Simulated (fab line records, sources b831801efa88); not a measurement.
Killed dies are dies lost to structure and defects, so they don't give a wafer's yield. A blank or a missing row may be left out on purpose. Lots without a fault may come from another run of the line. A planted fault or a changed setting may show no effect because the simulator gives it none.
Which tool did it? | flow sky130 | 10 lots, 30 wafers sampled, at 7 steps of a route of 708

WHAT THE GAUGES READ, wafer by wafer
SKY_CAP2M_RS_MEAS_03: measures by four-point-probe. Usual: CAP2M_TIN_RS 6.90 ohm/sq, standard deviation 0.074.
lot  | measured     | on            | CAP2M_TIN_RS (ohm/sq) | flag
L260 | day 39 10:10 | film_metro-01 | 6.80 6.81 6.81        |
L262 | day 40 05:42 | film_metro-01 | 6.87 6.97 6.98        |
L263 | day 40 10:08 | film_metro-02 | 6.99 6.88 6.95        |
L264 | day 41 06:22 | film_metro-03 | 6.84 6.90 6.96        |
L265 | day 41 11:04 | film_metro-02 | 7.05 7.09 6.98        |
L267 | day 41 22:37 | film_metro-02 | 6.82 6.94 6.92        |
L269 | day 42 18:11 | film_metro-03 | 6.92 7.01 6.87        |
L274 | day 43 21:41 | film_metro-02 | 6.90 9.82 6.86        | OFF
L282 | day 46 11:06 | film_metro-03 | 6.95 6.94 6.85        |
L280 | day 46 14:27 | film_metro-03 | 6.97 7.00 6.99        |

SKY_CAP2M_THK_MEAS_04: measures by xrf. Usual: CAP2M_TIN_THK 199.8 nm, standard deviation 2.1.
lot  | measured     | on            | CAP2M_TIN_THK (nm) | flag
L260 | day 39 10:15 | film_metro-01 | 200.6 201.0 200.9  |
L262 | day 40 05:49 | film_metro-01 | 199.0 197.7 197.3  |
L263 | day 40 10:16 | film_metro-02 | 198.6 201.9 199.4  |
L264 | day 41 06:29 | film_metro-03 | 200.0 200.5 197.3  |
L265 | day 41 11:11 | film_metro-02 | 195.9 194.8 198.0  |
L267 | day 41 22:44 | film_metro-02 | 202.8 199.8 199.9  |
L269 | day 42 18:19 | film_metro-03 | 198.3 196.4 200.4  |
L274 | day 43 21:48 | film_metro-02 | 200.2 158.0 201.4  | OFF
L282 | day 46 11:13 | film_metro-03 | 198.8 198.8 201.0  |
L280 | day 46 14:34 | film_metro-03 | 197.6 197.9 196.4  |

SKY_METAL4_CD_MEAS_13: target cd 300 nm. Usual: cd_nm 299.9 nm, standard deviation 1.6.
lot  | measured     | on        | cd_nm (nm)        | flag
L260 | day 41 11:52 | cd_sem-02 | 299.8 300.1 301.0 |
L262 | day 42 05:47 | cd_sem-02 | 299.1 299.4 300.1 |
L263 | day 42 11:22 | cd_sem-02 | 299.0 300.8 300.0 |
L264 | day 43 06:16 | cd_sem-01 | 301.3 298.6 301.3 |
L265 | day 43 10:44 | cd_sem-02 | 299.4 300.1 301.3 |
L267 | day 43 21:59 | cd_sem-01 | 300.6 299.3 300.7 |
L269 | day 44 15:25 | cd_sem-02 | 301.5 302.0 302.2 |
L274 | day 45 16:38 | cd_sem-02 | 301.5 300.6 301.1 |
L282 | day 48 02:40 | cd_sem-02 | 296.6 298.7 296.9 |
L280 | day 48 06:19 | cd_sem-01 | 299.8 301.1 300.5 |

WHICH TOOL RAN EACH LOT (tool, then ch and the chambers of the sampled wafers, then the start)
lot  | SKY_VIA2_CMP_02               | SKY_METAL3_SPUTTER_00        | SKY_CAP2M_SPUTTER_02         | SKY_CAP2M_METAL_ETCH_13
L260 | cmp-01 ch 0,1, day 34 19:43   | pvd_sputter-02, day 35 23:59 | pvd_sputter-01, day 39 09:59 | rie_metal-04 ch 0,1, day 40 10:46
L262 | cmp-01 ch 0,2,3, day 35 15:58 | pvd_sputter-02, day 36 21:04 | pvd_sputter-02, day 40 05:34 | rie_metal-02 ch 0,1, day 41 05:48
L263 | cmp-02 ch 1,2, day 35 22:10   | pvd_sputter-03, day 37 02:03 | pvd_sputter-02, day 40 10:02 | rie_metal-04 ch 0,1, day 41 10:37
L264 | cmp-01 ch 1,2, day 36 18:11   | pvd_sputter-01, day 37 23:52 | pvd_sputter-02, day 41 06:16 | rie_metal-02 ch 0,1, day 42 06:06
L265 | cmp-02 ch 0,1,2, day 37 01:05 | pvd_sputter-02, day 38 04:15 | pvd_sputter-02, day 41 10:58 | rie_metal-04 ch 0,1, day 42 11:03
L267 | cmp-02 ch 0,2,3, day 37 15:32 | pvd_sputter-03, day 38 18:05 | pvd_sputter-03, day 41 22:31 | rie_metal-02 ch 0,1, day 42 22:21
L269 | cmp-02 ch 0,1,3, day 38 08:55 | pvd_sputter-02, day 39 12:51 | pvd_sputter-02, day 42 18:05 | rie_metal-04 ch 0,1, day 43 17:24
L274 | cmp-02 ch 1,2,3, day 39 15:53 | pvd_sputter-01, day 40 18:53 | pvd_sputter-02, day 43 21:34 | rie_metal-04 ch 0, day 44 18:36
L282 | cmp-01 ch 1,2, day 42 11:54   | pvd_sputter-03, day 43 13:35 | pvd_sputter-03, day 46 10:59 | rie_metal-03 ch 0,1, day 47 06:40
L280 | cmp-01 ch 0,1,2, day 42 17:05 | pvd_sputter-03, day 43 17:59 | pvd_sputter-01, day 46 14:20 | rie_metal-04 ch 1, day 47 10:00
- SKY_VIA2_CMP_02: polishes SiO2.
- SKY_METAL3_SPUTTER_00: material Ti, target thk 15 nm, time 10 s.
- SKY_CAP2M_SPUTTER_02: material TiN, target thk 200 nm, time 166.7 s.
- SKY_CAP2M_METAL_ETCH_13: etches TiN in Cl2/BCl3, stops on SiO2, target depth 220 nm, time 62.9 s.

WHAT THE TOOLS THEMSELVES READ (means of the sampled wafers that have a number; where no wafer has one, the mark that the record gives instead)
SKY_VIA2_CMP_02. Usual: edge_zone_pressure_frac 1.000, standard deviation 0.0053; motor_current_A 12.3 A, standard deviation 1.3.
lot  | tool   | edge_zone_pressure_frac | motor_current_A (A) | flag
L260 | cmp-01 | 1.000                   | 13.7                |
L262 | cmp-01 | 1.003                   | 12.5                |
L263 | cmp-02 | 0.998                   | 12.1                |
L264 | cmp-01 | 0.998                   | 12.0                |
L265 | cmp-02 | 1.004                   | 12.0                |
L267 | cmp-02 | 1.001                   | 13.6                |
L269 | cmp-02 | 0.998                   | 12.0                |
L274 | cmp-02 | 0.993                   | 12.8                |
L282 | cmp-01 | 0.998                   | 12.6                |
L280 | cmp-01 | 0.999                   | 12.9                |

SKY_METAL3_SPUTTER_00. Usual: throttle_valve_pct 30.3 %, standard deviation 1.1.
lot  | tool           | throttle_valve_pct (%) | flag
L260 | pvd_sputter-02 | 29.3                   |
L262 | pvd_sputter-02 | 29.6                   |
L263 | pvd_sputter-03 | 30.1                   |
L264 | pvd_sputter-01 | 30.4                   |
L265 | pvd_sputter-02 | 29.7                   |
L267 | pvd_sputter-03 | 29.9                   |
L269 | pvd_sputter-02 | 30.2                   |
L274 | pvd_sputter-01 | 31.1                   |
L282 | pvd_sputter-03 | 30.1                   |
L280 | pvd_sputter-03 | 30.3                   |

SKY_CAP2M_SPUTTER_02. Usual: substrate_temp_c 300.00 C, standard deviation 0.2; throttle_valve_pct 30.2 %, standard deviation 1.1.
lot  | tool           | substrate_temp_c (C) | throttle_valve_pct (%) | flag
L260 | pvd_sputter-01 | 300.30               | 31.0                   |
L262 | pvd_sputter-02 | 299.92               | 29.5                   |
L263 | pvd_sputter-02 | 299.80               | 29.2                   |
L264 | pvd_sputter-02 | 300.06               | 29.8                   |
L265 | pvd_sputter-02 | 300.04               | 29.4                   |
L267 | pvd_sputter-03 | 300.11               | 30.6                   |
L269 | pvd_sputter-02 | 300.01               | 29.7                   |
L274 | pvd_sputter-02 | 299.92               | 30.2                   |
L282 | pvd_sputter-03 | 299.88               | 30.9                   |
L280 | pvd_sputter-01 | 299.97               | 31.0                   |

SKY_CAP2M_METAL_ETCH_13. Usual: drypump_motor_current_A 5.5 A, standard deviation 0.54; oes_product_au 0.942 a.u., standard deviation 0.0078; throttle_valve_pct 21.899 %, standard deviation 0.0099.
lot  | tool         | drypump_motor_current_A (A) | oes_product_au (a.u.) | throttle_valve_pct (%) | flag
L260 | rie_metal-04 | 5.1                         | 0.950                 | 21.895                 |
L262 | rie_metal-02 | 6.0                         | 0.942                 | 21.908                 |
L263 | rie_metal-04 | 5.1                         | 0.935                 | 21.894                 |
L264 | rie_metal-02 | 6.0                         | 0.941                 | 21.897                 |
L265 | rie_metal-04 | 5.1                         | 0.928                 | 21.912                 |
L267 | rie_metal-02 | 6.3                         | 0.944                 | 21.905                 |
L269 | rie_metal-04 | 5.0                         | 0.936                 | 21.911                 |
L274 | rie_metal-04 | 5.0                         | 0.901                 | 21.929                 | OFF
L282 | rie_metal-03 | 5.5                         | 0.940                 | 21.900                 |
L280 | rie_metal-04 | 5.2                         | 0.934                 | 21.900                 |

THE ANSWER, worked out from the rows above alone
Rule: a lot is off if the mean of its wafers that have a number lies more than 3 standard deviations from the usual mean. A lot without any number at a reading at which 4 lots or more have one is off too. The other lots that the step has rows for count as sound. The gauges are gone through in route order, then the tools' own readings, and for those a lot's mean is taken as printed above. The first step at which some lot is off is used, and at that step the reading that is off furthest; a lot without a number counts as furthest.
Off: L274, at SKY_CAP2M_RS_MEAS_03 (CAP2M_TIN_RS).
A tool fits if, at a process step before that reading, it ran every lot that is off, and no sound lot after the first of them. The gauges at SKY_CAP2M_RS_MEAS_03 aren't tried: what is off there is off at SKY_CAP2M_METAL_ETCH_13 too, on other tools, and a gauge's error can't cause that. Can't be told from this: 3 tools fit, cmp-02 at SKY_VIA2_CMP_02, pvd_sputter-01 at SKY_METAL3_SPUTTER_00, pvd_sputter-02 at SKY_CAP2M_SPUTTER_02.

WHAT THE SIMULATOR HAD PUT IN
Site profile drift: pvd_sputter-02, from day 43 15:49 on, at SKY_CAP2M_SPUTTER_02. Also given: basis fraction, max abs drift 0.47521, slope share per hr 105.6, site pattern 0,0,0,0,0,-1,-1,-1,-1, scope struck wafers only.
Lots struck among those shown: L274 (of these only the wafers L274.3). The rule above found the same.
